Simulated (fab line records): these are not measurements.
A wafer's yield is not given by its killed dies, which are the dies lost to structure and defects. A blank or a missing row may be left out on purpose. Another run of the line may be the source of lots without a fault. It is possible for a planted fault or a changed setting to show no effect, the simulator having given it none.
fab line records -- flow sky130
[record] lots = 7, wafers = 21, lastDay = 50
route steps=708 shown VIA3@593 METAL4@598 CAP2M@603
lots with no fault: from the same line, run without faults
startH: start of the lot's first displayed wafer, in hours after the record's first day -- waitH: how many hours have passed since the lot's step before this one -- " unchanged from the row above -- L1.1+2: several wafers, shown together as one row -- - no value, or no start given -- * or withheld: withheld -- < > ~ a bound
route shown NAME@n: a module of which the file shows steps, and the number in the route of the first -- usual: mean and standard deviation over wafers with no fault -- same: alike in all rows -- chamber/n: place in a boat -- sites: readings site by site -- _std_site: the values' standard deviation -- _edge_site: mean of outer sites minus mean of inner sites -- radiusMm: how far each site lies from the wafer's centre -- mask NAME#n: copy n -- behind: the most recent tool/chamber to have shaped the wafer -- hold: reason for holding the lot/hours on hold/outcome of the hold -- device: names the non-switching transistor (n, p or np) -- end of line: the route-end tests of the same wafers -- for a step that has no rows: nothing shown but its recipe -- killed: not the wafer's yield, but the dies lost to structure and defects at the first sort -- map: a wafer's dies, x killed, . not, _ none there
set.NAME: the setting that was run; set.NAME@STEP: the one run at that earlier step -- model.NAME: the simulator's own value behind a step, which no gauge read
lots seen at some steps along the route; tables by step, rows by wafer
services: the hour from which a tool's chamber was out of use, counted from the record's first day as startH (under 0 if before that day), plus the number of hours and why
[[steps]]
[step SKY_VIA3_SPUTTER_20]
[recipe] material = TiN, targetThkNm = 20, chamberPressurePa = 5, powerW = 4000, timeS = 80
[usual] cathodeDcPowerW = 3999.9/0.83, chamberPressurePa = 5.002/0.0099, throttleValvePct = 30.6/1.3
lot.wafer,tool,chamber,startH,waitH,cathodeDcPowerW,chamberPressurePa,throttleValvePct
L257.2,pvdSputter-04,-,925.65,0.0,4001.2,4.993,30.9
L257.3,pvdSputter-04,-,925.65,0.0,3998.3,5.003,31.0
L257.5,pvdSputter-04,-,925.65,0.0,3998.8,5.000,30.7
L269.1,pvdSputter-03,-,1013.48,0.0,4000.4,4.994,32.5
L269.2,pvdSputter-03,-,1013.48,0.0,4000.0,4.996,29.9
L269.5,pvdSputter-03,-,1013.48,0.0,4000.0,4.996,32.6
L275.1,pvdSputter-04,-,1056.58,0.0,4001.0,5.006,31.2
L275.3,pvdSputter-04,-,1056.58,0.0,4000.7,4.997,32.5
L275.5,pvdSputter-04,-,1056.58,0.0,3999.5,4.997,30.8
L274.1,pvdSputter-03,-,1060.43,0.0,3999.3,5.017,29.6
L274.4,pvdSputter-03,-,1060.43,0.0,3998.5,5.014,29.7
L274.5,pvdSputter-03,-,1060.43,0.0,3999.3,5.019,30.7
L276.2,pvdSputter-01,-,1066.33,0.0,4000.3,5.011,30.2
L276.3,pvdSputter-01,-,1066.33,0.0,4001.2,4.990,30.1
L276.4,pvdSputter-01,-,1066.33,0.0,3999.9,4.994,28.7
L277.3,pvdSputter-03,-,1070.09,0.0,3998.9,5.002,30.7
L277.4,pvdSputter-03,-,1070.09,0.0,4000.8,4.976,29.3
L277.6,pvdSputter-03,-,1070.09,0.0,3999.6,5.017,28.7
L280.1,pvdSputter-04,-,1080.98,0.0,4000.8,5.006,31.0
L280.3,pvdSputter-04,-,1080.98,0.0,3999.8,5.014,30.8
L280.4,pvdSputter-04,-,1080.98,0.0,3998.8,5.003,32.3
[step SKY_VIA3_CVD_21]
[recipe] material = W, targetThkNm = 390, timeS = 117.31, tempC = 400, pressureTorr = 40
[step SKY_VIA3_RS_MEAS_22]
[recipe] thkMeasGauge = four-point-probe, reads = W_of_VIA3_CVD_21+TiN_of_VIA3_SPUTTER_20
[usual] VIA3_W_RS = 0.294/0.0043
lot.wafer,tool,chamber,startH,waitH,VIA3_W_RS[ohm/sq]
L257.2,filmMetro-04,-,925.85,0.1,0.300
L257.3,filmMetro-04,-,925.85,0.1,0.288
L257.5,filmMetro-04,-,925.85,0.1,0.300
L269.1,filmMetro-04,-,1013.66,0.1,0.300
L269.2,filmMetro-04,-,1013.66,0.1,0.288
L269.5,filmMetro-04,-,1013.66,0.1,0.294
L275.1,filmMetro-02,-,1056.77,0.1,0.297
L275.3,filmMetro-02,-,1056.77,0.1,0.297
L275.5,filmMetro-02,-,1056.77,0.1,0.294
L274.1,filmMetro-04,-,1060.61,0.1,0.288
L274.4,filmMetro-04,-,1060.61,0.1,0.291
L274.5,filmMetro-04,-,1060.61,0.1,0.298
L276.2,filmMetro-04,-,1066.53,0.1,0.292
L276.3,filmMetro-04,-,1066.53,0.1,0.292
L276.4,filmMetro-04,-,1066.53,0.1,0.294
L277.3,filmMetro-03,-,1070.32,0.1,0.297
L277.4,filmMetro-03,-,1070.32,0.1,0.294
L277.6,filmMetro-03,-,1070.32,0.1,0.290
L280.1,filmMetro-02,-,1081.16,0.1,0.292
L280.3,filmMetro-02,-,1081.16,0.1,0.289
L280.4,filmMetro-02,-,1081.16,0.1,0.297
[step SKY_VIA3_THK_MEAS_23]
[recipe] thkMeasGauge = xrf, reads = W_of_VIA3_CVD_21
[usual] VIA3_W_THK = 398/9.1
lot.wafer,tool,chamber,startH,waitH,VIA3_W_THK[nm]
L257.2,filmMetro-04,-,925.96,0.1,389
L257.3,filmMetro-04,-,925.96,0.1,408
L257.5,filmMetro-04,-,925.96,0.1,390
L269.1,filmMetro-04,-,1013.78,0.1,387
L269.2,filmMetro-04,-,1013.78,0.1,405
L269.5,filmMetro-04,-,1013.78,0.1,397
L275.1,filmMetro-02,-,1056.89,0.1,388
L275.3,filmMetro-02,-,1056.89,0.1,389
L275.5,filmMetro-02,-,1056.89,0.1,391
L274.1,filmMetro-04,-,1060.73,0.1,408
L274.4,filmMetro-04,-,1060.73,0.1,404
L274.5,filmMetro-04,-,1060.73,0.1,394
L276.2,filmMetro-04,-,1066.64,0.1,402
L276.3,filmMetro-04,-,1066.64,0.1,401
L276.4,filmMetro-04,-,1066.64,0.1,402
L277.3,filmMetro-03,-,1070.42,0.1,398
L277.4,filmMetro-03,-,1070.42,0.1,409
L277.6,filmMetro-03,-,1070.42,0.1,413
L280.1,filmMetro-02,-,1081.28,0.1,396
L280.3,filmMetro-02,-,1081.28,0.1,399
L280.4,filmMetro-02,-,1081.28,0.1,390
[step SKY_VIA3_CMP_24]
[recipe] stopOn = SiO2, tOverpolishS = 20, downForcePsi = 3.5, platenRpm = 60, targetThkNm = 0, padVelocityMS = 0.94248
[step SKY_METAL4_SPUTTER_00]
[recipe] material = Ti, targetThkNm = 15, powerW = 3000, timeS = 10, chamberPressurePa = 0.4
[step SKY_METAL4_SPUTTER_01]
[recipe] material = TiN, targetThkNm = 20, powerW = 6500, timeS = 16.7, chamberPressurePa = 0.4
[step SKY_METAL4_SPUTTER_02]
[recipe] material = AlCu, targetThkNm = 735, powerW = 10600, timeS = 39.1, chamberPressurePa = 0.4
[step SKY_METAL4_SPUTTER_03]
[recipe] material = Ti, targetThkNm = 5, powerW = 3000, timeS = 3.3, chamberPressurePa = 0.4
[usual] cathodeDcPowerW = 3000.0/0.51, chamberPressurePa = 0.4000/0.00077, throttleValvePct = 30.1/1.3
lot.wafer,tool,chamber,startH,waitH,cathodeDcPowerW,chamberPressurePa,throttleValvePct
L257.2,pvdSputter-02,-,926.40,0.0,3000.5,0.4005,30.6
L257.3,pvdSputter-02,-,926.40,0.0,3000.1,0.4006,30.1
L257.5,pvdSputter-02,-,926.40,0.0,3000.0,0.4001,29.4
L269.1,pvdSputter-02,-,1014.23,0.0,2999.7,0.3996,29.2
L269.2,pvdSputter-02,-,1014.23,0.0,2999.2,0.3989,32.5
L269.5,pvdSputter-02,-,1014.23,0.0,3001.1,0.4011,30.1
L275.1,pvdSputter-01,-,1057.33,0.0,2998.9,0.4013,28.7
L275.3,pvdSputter-01,-,1057.33,0.0,3001.2,0.4003,30.0
L275.5,pvdSputter-01,-,1057.33,0.0,3000.7,0.3992,29.0
L274.1,pvdSputter-01,-,1061.18,0.0,3000.4,0.4000,28.9
L274.4,pvdSputter-01,-,1061.18,0.0,2999.6,0.4003,29.9
L274.5,pvdSputter-01,-,1061.18,0.0,2999.2,0.4003,30.1
L276.2,pvdSputter-03,-,1067.08,0.0,2999.0,0.4002,30.6
L276.3,pvdSputter-03,-,1067.08,0.0,3000.8,0.3994,29.6
L276.4,pvdSputter-03,-,1067.08,0.0,2999.9,0.3987,32.4
L277.3,pvdSputter-03,-,1070.85,0.0,3000.6,0.4001,29.6
L277.4,pvdSputter-03,-,1070.85,0.0,3000.1,0.3986,31.9
L277.6,pvdSputter-03,-,1070.85,0.0,3000.6,0.3995,29.6
L280.1,pvdSputter-03,-,1081.73,0.0,3000.6,0.4000,32.6
L280.3,pvdSputter-03,-,1081.73,0.0,3000.3,0.4004,29.6
L280.4,pvdSputter-03,-,1081.73,0.0,3000.5,0.4015,30.5
[step SKY_METAL4_SPUTTER_04]
[recipe] material = TiN, targetThkNm = 70, powerW = 6500, timeS = 58.3, chamberPressurePa = 0.4
[usual] cathodeDcPowerW = 6500.1/1.1, chamberPressurePa = 0.3999/0.00086, throttleValvePct = 30.1/1.3
lot.wafer,tool,chamber,startH,waitH,cathodeDcPowerW,chamberPressurePa,throttleValvePct
L257.2,pvdSputter-02,-,926.42,0.0,6498.5,0.3997,30.4
L257.3,pvdSputter-02,-,926.42,0.0,6501.1,0.4015,29.7
L257.5,pvdSputter-02,-,926.42,0.0,6500.3,0.4000,29.3
L269.1,pvdSputter-02,-,1014.25,0.0,6500.7,0.3998,29.1
L269.2,pvdSputter-02,-,1014.25,0.0,6499.5,0.3991,32.7
L269.5,pvdSputter-02,-,1014.25,0.0,6498.8,0.3990,30.1
L275.1,pvdSputter-01,-,1057.35,0.0,6501.4,0.4013,28.6
L275.3,pvdSputter-01,-,1057.35,0.0,6500.0,0.3994,29.8
L275.5,pvdSputter-01,-,1057.35,0.0,6500.2,0.3988,29.0
L274.1,pvdSputter-01,-,1061.20,0.0,6500.0,0.4011,29.0
L274.4,pvdSputter-01,-,1061.20,0.0,6500.6,0.4001,30.1
L274.5,pvdSputter-01,-,1061.20,0.0,6498.7,0.4002,30.4
L276.2,pvdSputter-03,-,1067.10,0.0,6500.0,0.3996,30.8
L276.3,pvdSputter-03,-,1067.10,0.0,6498.4,0.3999,29.8
L276.4,pvdSputter-03,-,1067.10,0.0,6500.7,0.3998,32.2
L277.3,pvdSputter-03,-,1070.86,0.0,6500.9,0.3993,29.8
L277.4,pvdSputter-03,-,1070.86,0.0,6500.8,0.4015,32.5
L277.6,pvdSputter-03,-,1070.86,0.0,6499.1,0.3992,29.7
L280.1,pvdSputter-03,-,1081.75,0.0,6499.5,0.3992,32.4
L280.3,pvdSputter-03,-,1081.75,0.0,6500.4,0.3996,29.4
L280.4,pvdSputter-03,-,1081.75,0.0,6500.4,0.4008,30.7
[step SKY_CAP2M_CVD_00]
[recipe] material = SiO2, targetThkNm = 15.5, tempC = 400, timeS = withheld, rfW = 450
[usual] heaterPowerW = 706/69
lot.wafer,tool,chamber,startH,waitH,heaterPowerW
L257.2,pecvd-02,0,926.47,0.0,606
L257.3,pecvd-02,1,926.47,0.0,696
L257.5,pecvd-02,0,926.47,0.0,618
L269.1,pecvd-03,0,1014.30,0.0,674
L269.2,pecvd-03,2,1014.30,0.0,666
L269.5,pecvd-03,2,1014.30,0.0,650
L275.1,pecvd-02,2,1057.40,0.0,698
L275.3,pecvd-02,1,1057.40,0.0,829
L275.5,pecvd-02,0,1057.40,0.0,723
L274.1,pecvd-03,2,1061.25,0.0,676
L274.4,pecvd-03,2,1061.25,0.0,680
L274.5,pecvd-03,0,1061.25,0.0,776
L276.2,pecvd-04,1,1067.15,0.0,707
L276.3,pecvd-04,0,1067.15,0.0,775
L276.4,pecvd-04,0,1067.15,0.0,772
L277.3,pecvd-03,2,1070.91,0.0,639
L277.4,pecvd-03,1,1070.91,0.0,719
L277.6,pecvd-03,2,1070.91,0.0,629
L280.1,pecvd-02,0,1081.80,0.0,754
L280.3,pecvd-02,1,1081.80,0.0,679
L280.4,pecvd-02,2,1081.80,0.0,772
[step SKY_CAP2M_THK_MEAS_01]
[recipe] reads = SiO2_of_CAP2M_CVD_00
[usual] CAP2M_CVD_00_THK = 15.53/0.22
lot.wafer,tool,chamber,startH,waitH,CAP2M_CVD_00_THK[nm]
L257.2,filmMetro-01,-,926.50,-,15.22
L257.3,filmMetro-01,-,926.50,-,15.37
L257.5,filmMetro-01,-,926.50,-,15.42
L269.1,filmMetro-01,-,1014.33,-,15.05
L269.2,filmMetro-01,-,1014.33,-,15.17
L269.5,filmMetro-01,-,1014.33,-,15.30
L275.1,filmMetro-02,-,1057.42,-,15.82
L275.3,filmMetro-02,-,1057.42,-,15.61
L275.5,filmMetro-02,-,1057.42,-,15.99
L274.1,filmMetro-01,-,1061.31,-,15.46
L274.4,filmMetro-01,-,1061.31,-,15.59
L274.5,filmMetro-01,-,1061.31,-,15.77
L276.2,filmMetro-01,-,1067.18,-,15.40
L276.3,filmMetro-01,-,1067.18,-,15.41
L276.4,filmMetro-01,-,1067.18,-,15.55
L277.3,filmMetro-01,-,1070.95,-,15.72
L277.4,filmMetro-01,-,1070.95,-,15.54
L277.6,filmMetro-01,-,1070.95,-,15.63
L280.1,filmMetro-01,-,1081.82,-,15.52
L280.3,filmMetro-01,-,1081.82,-,15.52
L280.4,filmMetro-01,-,1081.82,-,15.72
[step SKY_CAP2M_SPUTTER_02]
[recipe] material = TiN, targetThkNm = 200, tempC = 300, powerW = 6500, timeS = 166.7, chamberPressurePa = 0.4
[usual] cathodeDcPowerW = 6499.9/1.2, chamberPressurePa = 0.4000/0.00089, substrateTempC = 300.01/0.21, throttleValvePct = 31.0/1.2
lot.wafer,tool,chamber,startH,waitH,cathodeDcPowerW,chamberPressurePa,substrateTempC,throttleValvePct
L257.2,pvdSputter-03,-,926.55,0.0,6502.4,0.3987,300.10,32.4
L257.3,pvdSputter-03,-,926.55,0.0,6498.8,0.4016,299.68,30.9
L257.5,pvdSputter-03,-,926.55,0.0,6499.6,0.3990,300.20,28.6
L269.1,pvdSputter-03,-,1014.39,0.1,6498.8,0.4008,299.77,29.7
L269.2,pvdSputter-03,-,1014.39,0.1,6498.8,0.4006,299.81,32.5
L269.5,pvdSputter-03,-,1014.39,0.1,6500.4,0.4009,300.04,29.7
L275.1,pvdSputter-03,-,1057.48,0.1,-,-,-,-
L275.3,pvdSputter-03,-,1057.48,0.1,-,-,-,-
L275.5,pvdSputter-03,-,1057.48,0.1,-,-,-,-
L274.1,pvdSputter-03,-,1061.37,0.1,-,-,-,-
L274.4,pvdSputter-03,-,1061.37,0.1,-,-,-,-
L274.5,pvdSputter-03,-,1061.37,0.1,-,-,-,-
L276.2,pvdSputter-02,-,1067.23,0.0,-,-,-,-
L276.3,pvdSputter-02,-,1067.23,0.0,-,-,-,-
L276.4,pvdSputter-02,-,1067.23,0.0,-,-,-,-
L277.3,pvdSputter-02,-,1070.99,0.0,6498.3,0.4002,300.16,32.7
L277.4,pvdSputter-02,-,1070.99,0.0,6501.9,0.4001,300.04,30.4
L277.6,pvdSputter-02,-,1070.99,0.0,6497.9,0.4002,299.61,30.2
L280.1,pvdSputter-04,-,1081.88,0.1,6502.5,0.4010,299.71,31.0
L280.3,pvdSputter-04,-,1081.88,0.1,6500.7,0.4001,300.32,30.6
L280.4,pvdSputter-04,-,1081.88,0.1,6501.5,0.4023,300.08,32.2
[step SKY_CAP2M_RS_MEAS_03]
[recipe] thkMeasGauge = four-point-probe, reads = TiN_of_CAP2M_SPUTTER_02
[usual] CAP2M_TIN_RS = 6.89/0.073
lot.wafer,tool,chamber,startH,waitH,CAP2M_TIN_RS[ohm/sq]
L257.2,filmMetro-03,-,926.68,0.1,6.90
L257.3,filmMetro-03,-,926.68,0.1,6.92
L257.5,filmMetro-03,-,926.68,0.1,6.93
L269.1,filmMetro-03,-,1014.50,0.1,6.84
L269.2,filmMetro-03,-,1014.50,0.1,6.92
L269.5,filmMetro-03,-,1014.50,0.1,6.85
L275.1,filmMetro-01,-,1057.59,0.1,-
L275.3,filmMetro-01,-,1057.59,0.1,-
L275.5,filmMetro-01,-,1057.59,0.1,-
L274.1,filmMetro-02,-,1061.47,0.1,-
L274.4,filmMetro-02,-,1061.47,0.1,-
L274.5,filmMetro-02,-,1061.47,0.1,-
L276.2,filmMetro-03,-,1067.36,0.1,-
L276.3,filmMetro-03,-,1067.36,0.1,-
L276.4,filmMetro-03,-,1067.36,0.1,-
L277.3,filmMetro-02,-,1071.14,0.1,6.89
L277.4,filmMetro-02,-,1071.14,0.1,6.85
L277.6,filmMetro-02,-,1071.14,0.1,6.83
L280.1,filmMetro-02,-,1081.99,0.1,6.75
L280.3,filmMetro-02,-,1081.99,0.1,6.84
L280.4,filmMetro-02,-,1081.99,0.1,6.81
[step SKY_CAP2M_THK_MEAS_04]
[recipe] thkMeasGauge = xrf, reads = TiN_of_CAP2M_SPUTTER_02
[usual] CAP2M_TIN_THK = 199.1/2.4
lot.wafer,tool,chamber,startH,waitH,CAP2M_TIN_THK[nm]
L257.2,filmMetro-03,-,926.79,0.1,198.6
L257.3,filmMetro-03,-,926.79,0.1,197.8
L257.5,filmMetro-03,-,926.79,0.1,197.5
L269.1,filmMetro-03,-,1014.62,0.1,201.4
L269.2,filmMetro-03,-,1014.62,0.1,199.7
L269.5,filmMetro-03,-,1014.62,0.1,200.4
L275.1,filmMetro-01,-,1057.71,0.1,<0.0
L275.3,filmMetro-01,-,1057.71,0.1,<0.0
L275.5,filmMetro-01,-,1057.71,0.1,<0.0
L274.1,filmMetro-02,-,1061.59,0.1,<0.0
L274.4,filmMetro-02,-,1061.59,0.1,<0.0
L274.5,filmMetro-02,-,1061.59,0.1,<0.0
L276.2,filmMetro-03,-,1067.47,0.1,<0.0
L276.3,filmMetro-03,-,1067.47,0.1,<0.0
L276.4,filmMetro-03,-,1067.47,0.1,<0.0
L277.3,filmMetro-02,-,1071.24,0.1,198.8
L277.4,filmMetro-02,-,1071.24,0.1,200.3
L277.6,filmMetro-02,-,1071.24,0.1,200.5
L280.1,filmMetro-02,-,1082.11,0.1,203.7
L280.3,filmMetro-02,-,1082.11,0.1,201.8
L280.4,filmMetro-02,-,1082.11,0.1,202.5
[step SKY_CAP2M_DEHYDRATE_05]
[recipe] tempC = 200, timeS = 60
[step SKY_CAP2M_HMDS_06]
[recipe] primeTimeS = 60, primeTempC = 120
[step SKY_CAP2M_COAT_07]
[recipe] resist = NOVOLAK, spinRpm = 3000, resistThkNm = 1140
[step SKY_CAP2M_SOFTBAKE_08]
[recipe] tempC = 90, timeS = 60, resist = NOVOLAK
[step SKY_CAP2M_EXPOSE_09]
[recipe] maskId = CAP2M, na = 0.6, sourceShape = conventional, sigmaOuter = 0.6, polarization = unpolarized, targetCdNm = 1000, doseMj = 159
[step SKY_CAP2M_PEB_10]
[recipe] tempC = withheld, timeS = *, resist = NOVOLAK
[step SKY_CAP2M_DEVELOP_11]
[recipe] resist = NOVOLAK, developer = TMAH, developTimeS = 60, devTempC = 23
[step SKY_CAP2M_OVL_MEAS_12]
[usual] CAP2M_OVL = -0.1/1.1
lot.wafer,tool,chamber,startH,waitH,CAP2M_OVL[nm]
L257.2,overlay-01,-,951.54,0.1,-0.3
L257.3,overlay-01,-,951.54,0.1,-1.0
L257.5,overlay-01,-,951.54,0.1,-1.5
L269.1,overlay-01,-,1036.65,0.1,0.5
L269.2,overlay-01,-,1036.65,0.1,0.4
L269.5,overlay-01,-,1036.65,0.1,0.2
L275.1,overlay-02,-,1079.43,0.1,3.3
L275.3,overlay-02,-,1079.43,0.1,-0.4
L275.5,overlay-02,-,1079.43,0.1,1.1
L274.1,overlay-01,-,1083.22,0.1,-0.9
L274.4,overlay-01,-,1083.22,0.1,0.9
L274.5,overlay-01,-,1083.22,0.1,0.3
L276.2,overlay-01,-,1088.59,0.1,2.5
L276.3,overlay-01,-,1088.59,0.1,0.6
L276.4,overlay-01,-,1088.59,0.1,2.3
L277.3,overlay-02,-,1091.34,0.1,1.4
L277.4,overlay-02,-,1091.34,0.1,-0.1
L277.6,overlay-02,-,1091.34,0.1,-1.1
L280.1,overlay-02,-,1102.52,0.1,-0.4
L280.3,overlay-02,-,1102.52,0.1,-0.5
L280.4,overlay-02,-,1102.52,0.1,-1.1
[step SKY_CAP2M_METAL_ETCH_13]
[recipe] targetDepthNm = 220, stopOn = SiO2, chemistry = Cl2/BCl3, target = TiN, pressureMtorr = 10, icpW = 900, biasW = 48.5, Cl2_flow_sccm = 60, bcl3FlowSccm = 30, timeS = 62.9
[usual] drypumpMotorCurrentA = 5.9/0.33, oesProductAu = 0.943/0.0075, throttleValvePct = 21.902/0.0097
lot.wafer,tool,chamber,startH,waitH,drypumpMotorCurrentA,oesProductAu,rfHoursCounterH,throttleValvePct
L257.2,rieMetal-04,0,951.57,0.0,5.4,0.940,10,21.909
L257.3,rieMetal-04,1,951.57,0.0,5.8,0.943,-,21.905
L257.5,rieMetal-04,0,951.57,0.0,5.4,0.939,-,21.905
L269.1,rieMetal-04,0,1036.69,0.0,5.4,0.940,15,21.894
L269.2,rieMetal-04,1,1036.69,0.0,5.8,0.952,16,21.901
L269.5,rieMetal-04,1,1036.69,0.0,5.8,0.944,-,21.900
L275.1,rieMetal-01,1,1079.47,0.0,6.0,0.370,16,22.257
L275.3,rieMetal-01,0,1079.47,0.0,6.2,0.376,-,22.273
L275.5,rieMetal-01,0,1079.47,0.0,6.2,0.376,-,22.251
L274.1,rieMetal-03,1,1083.26,0.0,5.5,0.377,7,22.261
L274.4,rieMetal-03,0,1083.26,0.0,6.3,0.378,-,22.273
L274.5,rieMetal-03,0,1083.26,0.0,6.3,0.372,-,22.282
L276.2,rieMetal-01,1,1088.62,0.0,6.0,0.372,17,22.264
L276.3,rieMetal-01,0,1088.62,0.0,6.2,0.379,-,22.277
L276.4,rieMetal-01,1,1088.62,0.0,6.0,0.378,-,22.274
L277.3,rieMetal-03,1,1091.39,0.0,5.5,0.947,-,21.891
L277.4,rieMetal-03,0,1091.39,0.0,6.3,0.943,-,21.880
L277.6,rieMetal-03,0,1091.39,0.0,6.3,0.947,-,21.890
L280.1,rieMetal-03,0,1102.56,0.0,6.3,0.955,7,21.880
L280.3,rieMetal-03,1,1102.56,0.0,5.5,0.947,-,21.899
L280.4,rieMetal-03,0,1102.56,0.0,6.3,0.945,-,21.901
[step SKY_CAP2M_STRIP_14]
[recipe] chemistry = O2/N2, powerW = 1400, pressureMtorr = 1500, platenTempC = withheld, o2FlowSccm = 3000, n2FlowSccm = 300, overashFraction = 0.5
[usual] drypumpMotorCurrentA = 5.6/0.35, oesProductAu = 0.710/0.0047, stripTimeToEndpointS = 12.66/0.041
[same] overashFraction = 0.5
lot.wafer,tool,chamber,startH,waitH,drypumpMotorCurrentA,oesProductAu,rfHoursCounterH,stripTimeToEndpointS
L257.2,plasmaAsher-01,1,951.64,0.1,5.7,0.718,116,12.65
L257.3,plasmaAsher-01,0,951.64,0.1,5.1,0.712,-,12.69
L257.5,plasmaAsher-01,0,951.64,0.1,5.1,0.709,-,12.60
L269.1,plasmaAsher-02,1,1036.77,0.1,6.1,0.711,62,12.73
L269.2,plasmaAsher-02,0,1036.77,0.1,5.3,0.705,62,12.71
L269.5,plasmaAsher-02,1,1036.77,0.1,6.1,0.713,-,12.69
L275.1,plasmaAsher-01,1,1079.54,0.1,5.8,0.713,2,12.69
L275.3,plasmaAsher-01,1,1079.54,0.1,5.7,0.698,-,12.66
L275.5,plasmaAsher-01,0,1079.54,0.1,5.1,0.710,-,12.68
L274.1,plasmaAsher-04,1,1083.34,0.1,5.9,0.715,93,12.60
L274.4,plasmaAsher-04,1,1083.34,0.1,5.9,0.715,-,12.65
L274.5,plasmaAsher-04,0,1083.34,0.1,5.7,0.710,-,12.64
L276.2,plasmaAsher-01,1,1088.69,0.1,5.7,0.719,2,12.73
L276.3,plasmaAsher-01,1,1088.69,0.1,5.8,0.721,-,12.68
L276.4,plasmaAsher-01,0,1088.69,0.1,5.1,0.709,-,12.69
L277.3,plasmaAsher-02,1,1091.47,0.1,6.1,0.712,-,12.70
L277.4,plasmaAsher-02,0,1091.47,0.1,5.3,0.714,-,12.76
L277.6,plasmaAsher-02,0,1091.47,0.1,5.3,0.708,-,12.74
L280.1,plasmaAsher-01,1,1102.64,0.1,5.7,0.705,4,12.63
L280.3,plasmaAsher-01,0,1102.64,0.1,5.1,0.710,-,12.63
L280.4,plasmaAsher-01,1,1102.64,0.1,5.7,0.715,-,12.67
[[services]]
tool,chamber,startH,hours,kind
pvdSputter-03,-,901.97,4.1,repair
plasmaAsher-01,-,913.98,0.5,repair
pecvd-03,-,915.31,1.2,repair
pecvd-03,-,922.84,14.6,pm
pecvd-02,-,944.02,1.6,repair
rieMetal-01,-,944.44,1.2,repair
pecvd-03,0,989.32,7.4,repair
pecvd-04,-,990.16,5.5,pm
rieMetal-01,-,993.12,0.4,repair
rieMetal-03,-,996.96,28.1,pm
rieMetal-04,0,1010.45,2.2,repair
pvdSputter-04,-,1015.63,4.8,repair
pecvd-04,-,1016.28,1.1,repair
plasmaAsher-01,-,1023.66,1.1,repair
pvdSputter-02,-,1048.53,0.8,repair
plasmaAsher-01,-,1055.32,9.0,pm
pvdSputter-01,-,1062.36,1.0,repair
pecvd-02,-,1062.88,14.6,pm
pvdSputter-04,-,1067.57,9.5,repair
pecvd-03,-,1070.34,0.2,repair
pecvd-04,-,1080.37,1.1,repair
pvdSputter-03,-,1088.91,2.6,repair
pecvd-02,-,1092.26,28.1,pm
pvdSputter-04,-,1095.05,11.3,repair
[[key]]
[firstSign] step = SKY_CAP2M_SPUTTER_02, reading = toolRecord, direction = missing
[effect] step = SKY_CAP2M_RS_MEAS_03, reading = CAP2M_TIN_RS, direction = missing
[effect] step = SKY_CAP2M_THK_MEAS_04, reading = CAP2M_TIN_THK, direction = down, sigmas = 84, usual = 199.1, struck = <0.0
[effect] step = SKY_CAP2M_METAL_ETCH_13, reading = oesProductAu, direction = down, sigmas = 75, usual = 0.943, struck = 0.375
metAt SKY_CAP2M_SPUTTER_02
struckWafers L274.1,L274.4,L274.5,L275.1,L275.3,L275.5,L276.2,L276.3,L276.4
laterRowsLeftOut L274.1,L274.4,L274.5,L275.1,L275.3,L275.5,L276.2,L276.3,L276.4
sortLeftOut L274.1,L274.4,L274.5,L275.1,L275.3,L275.5,L276.2,L276.3,L276.4
onsetBetween 1014.39 1057.48
[fault] kind = skippedStepWhole, tool = pvdSputter-02,pvdSputter-03, chamber = -, onsetH = 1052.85, steps = SKY_CAP2M_SPUTTER_02, scope = struckLotsOnly
// sortLeftOut: the simulated sort isn't trusted on such a fault, so these wafers' sort isn't shown, and their yield isn't known
// laterRowsLeftOut: the simulator's readings of these wafers behind a module that went badly wrong aren't trusted and aren't shown, but for the sort
